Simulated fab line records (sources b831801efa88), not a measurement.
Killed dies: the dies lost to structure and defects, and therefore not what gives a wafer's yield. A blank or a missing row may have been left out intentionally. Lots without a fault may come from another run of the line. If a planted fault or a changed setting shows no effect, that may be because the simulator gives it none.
fab line records	flow sky130
record: lots: 6	wafers: 18	last-day: 50
route steps=708 shown VT_ADJUST_LVTN@111 VT_ADJUST_NCORE@119 PAD_OPEN@708
lots untouched by any fault: they come from a run of this same line in which no faults occurred
start-h: the number of hours between the record's first day and the start of the first shown wafer of the lot	wait-h: time in hours since the lot's previous step	" same as the row above	L1.1+2: a row that stands for several wafers	- no value, or no start given	* or withheld: withheld	< > ~ a bound
route shown NAME@n: names a module that has steps shown in the file, with the first one's number in the route	usual: the fault-free wafers' mean and standard deviation	same: alike in all rows	chamber/n: place in a boat	sites: each site's reading	_std_site: standard deviation across them	_edge_site: outer sites' mean less inner sites'	radius-mm: how far each site lies from the wafer's centre	mask NAME#n: copy n	behind: the most recent tool/chamber to have shaped the wafer	hold: why the lot went on hold/how many hours it stayed there/how the hold came to an end	device: the transistor (n, p or np) that didn't switch	end of line: the route-end tests of the same wafers	for a step that has no rows: nothing shown but its recipe	killed: not the wafer's yield, but the dies lost to structure and defects at the first sort	map: the dies of a wafer, with x for killed, . for not killed, _ for no die there
set.NAME: setting as actually run; set.NAME@STEP: the setting as run at that earlier step	model.NAME: the simulator's own value behind a step, which no gauge read
a table for each step, a row for each wafer; lots at some steps of the route
services: when a tool's chamber went out of use (start-h, in hours from the record's first day, below 0 if earlier), for how many hours, and the reason
== steps ==
step: SKY_VT_ADJUST_LVTN_SOFTBAKE_14
recipe: temp-c: 90	time-s: 60	resist: NOVOLAK
step: SKY_VT_ADJUST_LVTN_EXPOSE_15
recipe: mask-id: HVN_STD_DERIVED	na: 0.6	source-shape: conventional	sigma-outer: 0.6	polarization: unpolarized	target-cd-nm: 600	dose-mj: 163
step: SKY_VT_ADJUST_LVTN_PEB_16
recipe: temp-c: withheld	time-s: *	resist: NOVOLAK
step: SKY_VT_ADJUST_LVTN_DEVELOP_17
recipe: resist: NOVOLAK	developer: TMAH	develop-time-s: 60	dev-temp-c: 23
step: SKY_VT_ADJUST_LVTN_OVL_MEAS_18
usual: VT_ADJUST_LVTN_01_OVL: 0.5/1.3
lot.wafer	tool	chamber	start-h	wait-h	VT_ADJUST_LVTN_01_OVL[nm]
L180.3	overlay-02	-	189.14	0.1	1.2
L180.4	"	-	"	"	-0.6
L180.5	"	-	"	"	2.0
L187.1	overlay-01	-	227.33	0.1	1.2
L187.3	"	-	"	"	1.2
L187.5	"	-	"	"	1.4
L192.4	overlay-02	-	262.55	0.1	-1.5
L192.5	"	-	"	"	2.8
L192.6	"	-	"	"	0.6
L193.2	overlay-02	-	266.44	0.1	1.5
L193.3	"	-	"	"	-0.4
L193.4	"	-	"	"	-1.0
L196.1	overlay-02	-	286.73	0.1	0.2
L196.3	"	-	"	"	0.3
L196.4	"	-	"	"	2.0
L199.2	overlay-02	-	306.14	0.1	-1.1
L199.3	"	-	"	"	-0.1
L199.4	"	-	"	"	-1.3
step: SKY_VT_ADJUST_LVTN_IMPLANT_19
recipe: species: B	energy-kev: 30	dose-cm2: 6.5e+11	tilt-deg: withheld
step: SKY_VT_ADJUST_LVTN_STRIP_20
recipe: chemistry: O2/N2	power-w: 1400	pressure-mtorr: 1500	platen-temp-c: withheld	o2-flow-sccm: 3000	n2-flow-sccm: 300	overash-fraction: 0.5
usual: drypump-motor-current-A: 5.6/0.56	oes-product-au: 0.716/0.0047	strip-time-to-endpoint-s: 14.19/0.031
lot.wafer	tool	chamber	start-h	wait-h	drypump-motor-current-A	oes-product-au	rf-hours-counter-h	strip-time-to-endpoint-s
L180.3	plasma-asher-03	0	189.35	0.1	6.2	0.718	-	14.17
L180.4	"	1	"	"	5.3	0.714	-	14.16
L180.5	"	0	"	"	6.2	0.709	-	14.18
L187.1	plasma-asher-02	1	227.52	0.1	4.7	0.725	42	14.20
L187.3	"	0	"	"	5.5	0.721	-	14.18
L187.5	"	0	"	"	5.5	0.722	-	14.18
L192.4	plasma-asher-03	0	262.75	0.1	6.2	0.723	-	14.25
L192.5	"	0	"	"	6.2	0.711	-	14.19
L192.6	"	1	"	"	5.3	0.713	-	14.22
L193.2	plasma-asher-03	1	266.62	0.1	5.3	0.717	15	14.21
L193.3	"	0	"	"	6.2	0.715	-	14.17
L193.4	"	1	"	"	5.3	0.717	-	14.19
L196.1	plasma-asher-02	1	286.91	0.1	4.8	0.717	47	14.22
L196.3	"	0	"	"	5.5	0.717	-	14.22
L196.4	"	1	"	"	4.8	0.711	-	14.24
L199.2	plasma-asher-01	1	306.32	0.1	6.1	0.707	61	14.24
L199.3	"	0	"	"	6.3	0.713	-	14.19
L199.4	"	1	"	"	6.1	0.719	-	14.23
step: SKY_VT_ADJUST_LVTN_TW_MEAS_21
usual: VT_ADJUST_LVTN_2_TW: 186.9/1.7
lot.wafer	tool	chamber	start-h	wait-h	VT_ADJUST_LVTN_2_TW
L180.3	film-metro-01	-	189.43	0.1	185.8
L180.4	"	-	"	"	185.6
L180.5	"	-	"	"	185.4
L187.1	film-metro-04	-	227.62	0.1	189.1
L187.3	"	-	"	"	188.6
L187.5	"	-	"	"	189.8
L192.4	film-metro-04	-	262.85	0.1	188.3
L192.5	"	-	"	"	187.1
L192.6	"	-	"	"	187.6
L193.2	film-metro-01	-	266.73	0.1	186.4
L193.3	"	-	"	"	185.1
L193.4	"	-	"	"	185.1
L196.1	film-metro-04	-	287.01	0.1	189.5
L196.3	"	-	"	"	189.9
L196.4	"	-	"	"	189.0
L199.2	film-metro-02	-	306.43	0.1	186.0
L199.3	"	-	"	"	184.5
L199.4	"	-	"	"	186.0
step: SKY_VT_ADJUST_NCORE_DEHYDRATE_00
recipe: temp-c: 200	time-s: 60
step: SKY_VT_ADJUST_NCORE_HMDS_01
recipe: prime-time-s: 60	prime-temp-c: 120
step: SKY_VT_ADJUST_NCORE_COAT_02
recipe: resist: NOVOLAK	spin-rpm: 3000	resist-thk-nm: 1140
step: SKY_VT_ADJUST_NCORE_SOFTBAKE_03
recipe: temp-c: 90	time-s: 60	resist: NOVOLAK
step: SKY_VT_ADJUST_NCORE_EXPOSE_04
recipe: mask-id: LVTN_COMPLEMENT_THIN	na: 0.6	source-shape: conventional	sigma-outer: 0.6	polarization: unpolarized	target-cd-nm: 380	dose-mj: 139
usual: exposure-dose-mJ-cm2: 138.91/0.13	reticle-temp-C: 23.01/0.1
lot.wafer	tool	chamber	start-h	wait-h	mask	exposure-dose-mJ-cm2	reticle-temp-C
L180.3	iline-stepper-01	0	199.89	-	LVTN_COMPLEMENT_THIN#0	139.02	22.93
L180.4	"	0	"	"	LVTN_COMPLEMENT_THIN#0	138.71	23.05
L180.5	"	0	"	"	LVTN_COMPLEMENT_THIN#0	139.05	23.00
L187.1	iline-stepper-02	0	238.39	-	LVTN_COMPLEMENT_THIN#0	138.79	23.02
L187.3	"	0	"	"	LVTN_COMPLEMENT_THIN#0	138.80	22.75
L187.5	"	0	"	"	LVTN_COMPLEMENT_THIN#0	138.84	22.79
L192.4	iline-stepper-01	0	275.51	-	LVTN_COMPLEMENT_THIN#0	144.90	22.96
L192.5	"	0	"	"	LVTN_COMPLEMENT_THIN#0	144.87	22.89
L192.6	"	0	"	"	LVTN_COMPLEMENT_THIN#0	144.98	22.94
L193.2	iline-stepper-01	0	280.40	-	LVTN_COMPLEMENT_THIN#0	144.93	23.10
L193.3	"	0	"	"	LVTN_COMPLEMENT_THIN#0	145.07	23.17
L193.4	"	0	"	"	LVTN_COMPLEMENT_THIN#0	144.90	22.96
L196.1	iline-stepper-02	0	299.32	-	LVTN_COMPLEMENT_THIN#0	138.79	23.16
L196.3	"	0	"	"	LVTN_COMPLEMENT_THIN#0	138.78	23.05
L196.4	"	0	"	"	LVTN_COMPLEMENT_THIN#0	138.85	22.96
L199.2	iline-stepper-02	0	319.62	-	LVTN_COMPLEMENT_THIN#0	138.94	23.03
L199.3	"	0	"	"	LVTN_COMPLEMENT_THIN#0	138.76	22.99
L199.4	"	0	"	"	LVTN_COMPLEMENT_THIN#0	138.75	23.01
step: SKY_VT_ADJUST_NCORE_PEB_05
recipe: temp-c: withheld	time-s: *	resist: NOVOLAK
step: SKY_VT_ADJUST_NCORE_DEVELOP_06
recipe: resist: NOVOLAK	developer: TMAH	develop-time-s: 60	dev-temp-c: 23
step: SKY_VT_ADJUST_NCORE_CD_MEAS_07
recipe: target-cd-nm: 380
usual: cd-nm: 380.1/2.7
lot.wafer	tool	chamber	start-h	wait-h	hold	cd-nm
L180.3	cd-sem-01	-	211.37	0.1	-	376.7
L180.4	"	-	"	"	-	376.2
L180.5	"	-	"	"	-	375.6
L187.1	cd-sem-01	-	250.28	0.1	-	382.7
L187.3	"	-	"	"	-	380.7
L187.5	"	-	"	"	-	381.7
L192.4	cd-sem-01	-	288.24	0.1	await-dispo/0.2h/release	391.8
L192.5	"	-	"	"	await-dispo/0.2h/release	394.1
L192.6	"	-	"	"	await-dispo/0.2h/release	393.0
L192.4	cd-sem-01	-	288.71	0.5	-	391.9
L192.5	"	-	"	"	-	393.8
L192.6	"	-	"	"	-	392.7
L193.2	cd-sem-02	-	292.84	0.1	await-dispo/0.2h/release	392.1
L193.3	"	-	"	"	await-dispo/0.2h/release	393.8
L193.4	"	-	"	"	await-dispo/0.2h/release	393.4
L193.2	cd-sem-02	-	293.12	0.3	-	391.9
L193.3	"	-	"	"	-	393.8
L193.4	"	-	"	"	-	393.4
L196.1	cd-sem-02	-	312.68	0.1	-	375.1
L196.3	"	-	"	"	-	375.7
L196.4	"	-	"	"	-	375.3
L199.2	cd-sem-01	-	333.45	0.1	-	382.1
L199.3	"	-	"	"	-	379.8
L199.4	"	-	"	"	-	377.2
step: SKY_VT_ADJUST_NCORE_OVL_MEAS_08
usual: VT_ADJUST_NCORE_OVL: 1.2/1.4
lot.wafer	tool	chamber	start-h	wait-h	hold	VT_ADJUST_NCORE_OVL[nm]
L180.3	overlay-02	-	211.46	0.1	-	0.7
L180.4	"	-	"	"	-	0.1
L180.5	"	-	"	"	-	1.4
L187.1	overlay-02	-	250.40	0.1	-	-0.5
L187.3	"	-	"	"	-	-2.0
L187.5	"	-	"	"	-	0.9
L192.4	overlay-01	-	290.76	2.0	await-dispo/2.0h/release	0.8
L192.5	"	-	"	"	await-dispo/2.0h/release	1.8
L192.6	"	-	"	"	await-dispo/2.0h/release	-0.2
L193.2	overlay-01	-	294.68	1.5	await-dispo/1.4h/release	1.7
L193.3	"	-	"	"	await-dispo/1.4h/release	2.7
L193.4	"	-	"	"	await-dispo/1.4h/release	1.2
L196.1	overlay-01	-	312.80	0.1	-	0.8
L196.3	"	-	"	"	-	0.2
L196.4	"	-	"	"	-	1.6
L199.2	overlay-02	-	333.55	0.1	-	-2.1
L199.3	"	-	"	"	-	-2.0
L199.4	"	-	"	"	-	-2.0
step: SKY_PAD_OPEN_PROBE_99
usual: killed_at_M0_to_M3: 42/7.2	killed_at_M4_up: 3.2/1.8	killed-at-contacts: 24/5.4	killed-at-front-end: 15/4	killed-at-other: 0.3/0.59	killed-dies: 84/9	killed-open: 46/7.1	killed-short: 38/6
same: gross-dies: 492	killed-at-back-side: 0
lot.wafer	tool	chamber	start-h	wait-h	killed_at_M0_to_M3	killed_at_M4_up	killed-at-contacts	killed-at-front-end	killed-at-other	killed-dies	killed-open	killed-short
L180.3	prober-02	-	1110.04	0.2	48	4	30	20	0	102	54	47
L180.4	prober-02	-	1110.09	0.2	39	5	21	16	1	82	43	38
L180.5	prober-02	-	1110.14	0.2	40	1	19	19	0	79	42	37
L187.1	prober-02	-	1137.92	0.1	49	1	27	8	1	86	41	44
L187.3	prober-02	-	1138.02	0.2	31	4	28	13	1	77	45	32
L187.5	prober-02	-	1138.12	0.2	44	4	15	10	0	73	41	32
L192.4	prober-01	-	1168.99	0.2	46	4	22	13	0	85	46	39
L192.5	prober-01	-	1169.04	0.2	40	2	26	16	1	85	42	43
L192.6	prober-01	-	1169.09	0.2	44	4	22	22	0	92	39	53
L196.1	prober-01	-	1180.40	0.1	44	2	26	16	0	88	47	41
L196.3	prober-01	-	1180.50	0.2	34	1	22	16	0	73	42	31
L196.4	prober-01	-	1180.55	0.2	37	2	21	19	0	79	41	38
L199.2	prober-02	-	1188.89	0.1	44	4	18	19	0	85	47	38
L199.3	prober-02	-	1188.94	0.2	45	5	19	18	0	87	51	36
L199.4	prober-02	-	1188.99	0.2	34	4	22	14	2	76	40	36
killed by level:class
L180.3 LI_CONTACT:geometric-particle:open=9 VIA3:geometric-particle:open=9 METAL2:geometric-particle:short=8 LOCAL_INTERCONNECT:geometric-particle:short=7 CONTACT:geometric-particle:open=7 VIA1:geometric-particle:short=7 VIA1:geometric-particle:open=7 FIELD_ISO:geometric-particle:open=6
L180.4 LI_CONTACT:geometric-particle:open=9 METAL3:geometric-particle:short=6 VIA3:geometric-particle:open=6 VIA1:geometric-particle:short=5 VIA2:geometric-particle:open=5 FIELD_ISO:geometric-particle:open=4 POLY_GATE:geometric-particle:short=4 VIA1:geometric-particle:open=4
L180.5 VIA1:geometric-particle:open=8 CONTACT:geometric-particle:open=8 FIELD_ISO:geometric-particle:open=6 METAL1:geometric-particle:short=6 VIA2:geometric-particle:open=6 POLY_GATE:geometric-particle:open=5 METAL2:geometric-particle:short=5 LOCAL_INTERCONNECT:geometric-particle:short=4
L187.1 METAL1:geometric-particle:short=9 LI_CONTACT:geometric-particle:open=8 CONTACT:geometric-particle:open=8 VIA3:geometric-particle:open=8 VIA1:geometric-particle:open=7 VIA2:geometric-particle:open=6 METAL2:geometric-particle:short=5 LOCAL_INTERCONNECT:geometric-particle:short=5
L187.3 VIA2:geometric-particle:open=9 VIA1:geometric-particle:open=8 CONTACT:geometric-particle:short=7 CONTACT:geometric-particle:open=6 LOCAL_INTERCONNECT:geometric-particle:short=6 LI_CONTACT:geometric-particle:open=5 POLY_GATE:geometric-particle:open=3 VIA2:geometric-particle:short=3
L187.5 VIA1:geometric-particle:open=12 VIA2:geometric-particle:open=7 VIA3:geometric-particle:short=7 CONTACT:geometric-particle:open=6 VIA3:geometric-particle:open=4 LOCAL_INTERCONNECT:geometric-particle:short=4 METAL1:geometric-particle:short=4 VIA1:geometric-particle:short=4
L192.4 VIA1:geometric-particle:open=10 CONTACT:geometric-particle:open=9 VIA2:geometric-particle:open=7 METAL2:geometric-particle:short=6 METAL1:geometric-particle:short=5 VIA1:geometric-particle:short=5 FIELD_ISO:geometric-particle:open=4 POLY_GATE:geometric-particle:open=4
L192.5 VIA1:geometric-particle:open=11 CONTACT:geometric-particle:open=9 LOCAL_INTERCONNECT:geometric-particle:short=7 METAL3:geometric-particle:short=6 FIELD_ISO:geometric-particle:open=5 METAL1:geometric-particle:short=5 CONTACT:geometric-particle:short=5 VIA2:geometric-particle:open=5
L192.6 METAL1:geometric-particle:short=13 VIA1:geometric-particle:open=9 FIELD_ISO:geometric-particle:short=7 CONTACT:geometric-particle:open=7 LOCAL_INTERCONNECT:geometric-particle:short=6 VIA1:geometric-particle:short=6 POLY_GATE:geometric-particle:short=5 LI_CONTACT:geometric-particle:open=5
L196.1 VIA1:geometric-particle:open=10 FIELD_ISO:geometric-particle:short=8 LI_CONTACT:geometric-particle:open=8 CONTACT:geometric-particle:open=8 METAL1:geometric-particle:short=6 VIA2:geometric-particle:open=6 LOCAL_INTERCONNECT:geometric-particle:short=5 VIA3:geometric-particle:open=5
L196.3 VIA1:geometric-particle:open=9 CONTACT:geometric-particle:open=8 LI_CONTACT:geometric-particle:open=6 POLY_GATE:geometric-particle:short=5 VIA3:geometric-particle:open=5 POLY_GATE:geometric-particle:open=4 LOCAL_INTERCONNECT:geometric-particle:short=4 METAL1:geometric-particle:short=4
L196.4 METAL1:geometric-particle:short=10 VIA1:geometric-particle:open=7 VIA2:geometric-particle:open=6 FIELD_ISO:geometric-particle:short=5 LI_CONTACT:geometric-particle:open=5 LOCAL_INTERCONNECT:geometric-particle:short=5 CONTACT:geometric-particle:open=5 POLY_GATE:geometric-particle:open=4
L199.2 VIA1:geometric-particle:open=12 LOCAL_INTERCONNECT:geometric-particle:short=8 FIELD_ISO:geometric-particle:open=7 METAL2:geometric-particle:short=7 VIA3:geometric-particle:open=7 FIELD_ISO:geometric-particle:short=5 METAL1:geometric-particle:short=5 POLY_GATE:geometric-particle:open=4
L199.3 VIA3:geometric-particle:open=9 VIA1:geometric-particle:open=9 CONTACT:geometric-particle:open=8 VIA2:geometric-particle:open=6 FIELD_ISO:geometric-particle:short=4 FIELD_ISO:geometric-particle:open=4 METAL1:geometric-particle:short=4 LI_CONTACT:geometric-particle:open=4
L199.4 LI_CONTACT:geometric-particle:open=12 CONTACT:geometric-particle:open=7 METAL2:geometric-particle:short=6 METAL1:geometric-particle:short=5 VIA1:geometric-particle:open=5 METAL3:geometric-particle:short=5 VIA3:geometric-particle:open=4 POLY_GATE:geometric-particle:short=3
== services ==
tool	chamber	start-h	hours	kind
iline-stepper-02	-	187.95	1.7	pm
iline-stepper-01	-	225.63	1.7	pm
iline-stepper-02	0	230.92	-	calibration
plasma-asher-02	-	250.92	2.8	pm
iline-stepper-02	-	264.61	0.9	repair
iline-stepper-02	-	271.15	2.4	repair
plasma-asher-01	-	308.13	2.1	repair
plasma-asher-02	-	310.62	8.1	repair
iline-stepper-02	-	313.32	2.8	repair
== key ==
first-sign: step: SKY_VT_ADJUST_NCORE_EXPOSE_04	reading: exposure-dose-mJ-cm2	direction: up	sigmas: 46	usual: *	struck: *
effect: step: SKY_VT_ADJUST_NCORE_CD_MEAS_07	reading: visit	direction: added
met-at SKY_VT_ADJUST_NCORE_EXPOSE_04
struck-wafers L192.4,L192.5,L192.6,L193.2,L193.3,L193.4
rows-end L193.2,L193.3,L193.4
tester-left-out L192
onset-between 199.89 275.51
fault: kind: process-parameter-drift	tool: iline-stepper-01	chamber: -	onset-h: 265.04	steps: SKY_VT_ADJUST_NCORE_EXPOSE_04	channel: dose-mj	offset: 5.9462	shape: step	acts-in: these-recipes-only	stated: 139
tester-left-out: of these lots the tester's yield and bins aren't shown, on N5 and GAA mostly nor the transistor test; their killed dies are dies lost to structure and defects alone, not to doping, threshold or leakage, so they don't give the yield
rows-end: these wafers met a further fault down the route, and their rows from its step on are left out
